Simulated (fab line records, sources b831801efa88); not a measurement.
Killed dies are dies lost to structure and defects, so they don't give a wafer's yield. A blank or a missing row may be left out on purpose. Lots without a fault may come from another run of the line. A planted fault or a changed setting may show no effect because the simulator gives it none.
Which tool did it? | flow gf180mcu | 7 lots, 21 wafers sampled, at 2 steps of a route of 602

WHAT THE GAUGES READ, wafer by wafer
GF_HV_LDD_TW_MEAS_50.
lot  | measured     | on            | HV_LDD_4_TW
L536 | day 12 16:27 | film_metro-04 | 573 573 576
L538 | day 13 08:18 | film_metro-01 | 573 568 569
L542 | day 14 17:36 | film_metro-01 | 570 569 568
L544 | day 15 09:23 | film_metro-01 | 566 568 566
L548 | day 16 21:26 | film_metro-01 | 573 567 569
L556 | day 19 14:02 | film_metro-02 | 510 510 509 509 511 512
L558 | day 20 06:04 | film_metro-01 | 570 569 568

WHICH TOOL RAN EACH LOT (tool, then ch and the chambers of the sampled wafers, then the start)
lot  | GF_HV_LDD_IMPLANT_48
L536 | implanter-02 ch 0, day 12 16:12
L538 | implanter-02 ch 0, day 13 08:06
L542 | implanter-03 ch 0, day 14 17:21
L544 | implanter-04 ch 0, day 15 09:10
L548 | implanter-03 ch 0, day 16 21:12
L556 | implanter-03 ch 0, day 19 13:48
L558 | implanter-04 ch 0, day 20 05:49
- GF_HV_LDD_IMPLANT_48

THE ANSWER, worked out from the rows above alone
Rule: what is usual is taken from the lots themselves. Put in order of their means at a reading, lots are off if they are a third of the lots or fewer, leave a main group of 4 or more, and stand apart from it by a gap of 3 or more times the standard deviation of the main group's means; of several such gaps the widest counts. A main group whose means are all the same, to the digits that the tables above print for the reading, isn't used. A lot without any number at a reading at which 4 lots or more have one is off too. The other lots that the step has rows for count as sound.
Off: L556, at GF_HV_LDD_TW_MEAS_50 (HV_LDD_4_TW). The main group: mean 570, standard deviation 2.2.
A tool fits if, at a process step before that reading, it ran every lot that is off, and no sound lot after the first of them. The gauges at GF_HV_LDD_TW_MEAS_50 are tried like those tools. Can't be told from this: 2 tools fit, implanter-03 at GF_HV_LDD_IMPLANT_48, film_metro-02 at GF_HV_LDD_TW_MEAS_50.

WHAT THE SIMULATOR HAD PUT IN
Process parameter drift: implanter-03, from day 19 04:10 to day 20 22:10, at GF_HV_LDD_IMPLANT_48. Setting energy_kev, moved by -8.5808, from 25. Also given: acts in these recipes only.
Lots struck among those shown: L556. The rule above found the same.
